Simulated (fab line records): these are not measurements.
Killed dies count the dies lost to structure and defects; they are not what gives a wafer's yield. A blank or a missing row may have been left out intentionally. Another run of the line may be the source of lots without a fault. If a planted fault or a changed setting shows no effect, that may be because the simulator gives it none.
Matching of chambers || flow gf180mcu || GF_PASSIVATION_CVD_00 on pecvd-03: 3 sister chambers
The step deposits SiO2 from TEOS, target thk 1000 nm, time 111.95 s. 3 wafers are shown with their chamber, then 9 later ones without.

EACH WAFER AND ITS CHAMBER
{"wafer": "L548.1", "chamber": 1, "heater_power_w (W)": 457}
{"wafer": "L548.3", "chamber": 2, "heater_power_w (W)": 585}
{"wafer": "L548.6", "chamber": 0, "heater_power_w (W)": 730}

WAFERS MISSING THEIR CHAMBER
{"wafer": "L549.1", "heater_power_w (W)": 619}
{"wafer": "L549.3", "heater_power_w (W)": 668}
{"wafer": "L549.6", "heater_power_w (W)": 541}
{"wafer": "L550.1", "heater_power_w (W)": 668}
{"wafer": "L550.3", "heater_power_w (W)": 565}
{"wafer": "L550.6", "heater_power_w (W)": 436}
{"wafer": "L551.1", "heater_power_w (W)": 536}
{"wafer": "L551.4", "heater_power_w (W)": 670}
{"wafer": "L551.6", "heater_power_w (W)": 548}

THE CHAMBER EACH PASSED THROUGH
{"wafer": "L549.1", "from the rows above": "can't be placed: 2 or 0", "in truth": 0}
{"wafer": "L549.3", "from the rows above": "can't be placed: 0 or 2", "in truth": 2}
{"wafer": "L549.6", "from the rows above": "can't be placed: 2 or 1", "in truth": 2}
{"wafer": "L550.1", "from the rows above": "can't be placed: 0 or 2", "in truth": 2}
{"wafer": "L550.3", "from the rows above": "can't be placed: 2 or 1", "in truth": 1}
{"wafer": "L550.6", "from the rows above": 1, "in truth": 1}
{"wafer": "L551.1", "from the rows above": "can't be placed: 2 or 1", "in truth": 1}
{"wafer": "L551.4", "from the rows above": "can't be placed: 0 or 2", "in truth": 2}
{"wafer": "L551.6", "from the rows above": "can't be placed: 2 or 1", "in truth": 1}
Correctly placed: 1 of 9. Cannot be placed on the basis of these rows: 8; the candidates contain the true chamber in 8. Wrongly placed: 0.
How it was worked out, from the rows above alone: a wafer's distance from a chamber is the root of the sum, over the readings, of the square of ((its reading less the chamber's mean) divided by the reading's scatter). The wafer belongs to the nearest chamber; if the next one is less than 2 further off, it can't be placed. Each chamber's mean is taken over the wafers shown for it. The scatter (one wafer shown for each chamber): square how far every hidden wafer sits from the nearest shown wafer, average those squares and take the square root.
